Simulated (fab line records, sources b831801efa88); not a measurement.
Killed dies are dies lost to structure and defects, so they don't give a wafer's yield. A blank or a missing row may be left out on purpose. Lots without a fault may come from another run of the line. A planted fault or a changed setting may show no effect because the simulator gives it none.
Problem report in the 8D (eight disciplines) form, filled by code | flow gf180mcu | the parts of the form that need people (team, actions taken, sign-off) are left out

1. THE PROBLEM
V1_W_RS at GF_V1_RS_MEAS_24 reads a mean of 0.188 ohm/sq on 6 wafers of 2 lots; wafers without a fault read 0.328 ohm/sq with a standard deviation of 0.0043. That is -33 standard deviations from the usual mean.
The step: measures by four-point-probe.
First seen on wafer L153.1, day 24 00:03, on film_metro-01. The record holds 38 wafers of 13 lots with a number at this step. Rule for "out", or "out of limits": more than 4 standard deviations from the usual mean. The other wafers with a number count as sound.

2. WHAT IT IS AND WHAT IT IS NOT
question                    | is                           | is not
which readings at this step | V1_W_RS                      | -
which lots                  | L152, L153                   | L139, L140, L142, L144, L145, L146, L147, L148, L149, L150, L154
which wafers of those lots  | all that have a number       | -
read on which gauges        | film_metro-01, film_metro-02 | film_metro-04
when                        | from day 24 00:03            | up to then (29 sound wafers); but 3 sound wafers of L154 came after

3. SUSPECTS, AND WHAT RULES EACH OUT
Counting: a tool at a process step up to the reading stays a suspect if it ran every lot that is out and no sound lot after the first of them.
- the gauge at GF_V1_RS_MEAS_24: ruled out. The wafers that are out were read on 2 gauges (film_metro-01, film_metro-02).
- cvd_w-02 at GF_V1_CVD_23 (deposits W, target thk 350 nm, time 105.05 s): kept. It ran every lot that is out, first L153 (day 23 23:56), and no sound lot after that; its last sound lot up to then is L150 (day 23 18:42).
Left after counting: cvd_w-02 at GF_V1_CVD_23.

4. THE CAUSE (what the simulator had put in)
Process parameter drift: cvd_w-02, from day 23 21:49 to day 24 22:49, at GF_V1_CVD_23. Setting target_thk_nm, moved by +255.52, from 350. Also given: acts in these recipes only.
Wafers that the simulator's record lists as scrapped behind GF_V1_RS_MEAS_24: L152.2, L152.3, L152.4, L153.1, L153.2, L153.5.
Counting left only this tool.

5. THE CHAIN OF EFFECTS, in route order
Each row: a reading whose mean over the struck wafers that have a number lies more than 3 standard deviations from the usual. Only readings for which the record gives a usual standard deviation are gone through. hours: the time from each lot's start at the first step in this table that gives one to its start at this step, as a median over the lots. sigmas: the change in usual standard deviations.
hours | step             | reading | usual        | on struck wafers | change | sigmas
0     | GF_V1_RS_MEAS_24 | V1_W_RS | 0.328 ohm/sq | 0.188            | -0.141 | -33

6. WHAT WOULD HAVE CAUGHT IT SOONER
In this record the first reading out of limits at a measuring or inspecting step was taken at day 24 00:03, 2 hours after the fault began at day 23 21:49.
Of the tool readings at GF_V1_CVD_23 for which the record gives a usual standard deviation, none was out on any struck wafer, so an alarm limit of 4 standard deviations on them would not have fired.
Of the lots that are out (2), L152 began GF_V1_CVD_23 on cvd_w-02 after day 24 00:03. A hold on the tool at that time would have spared it.
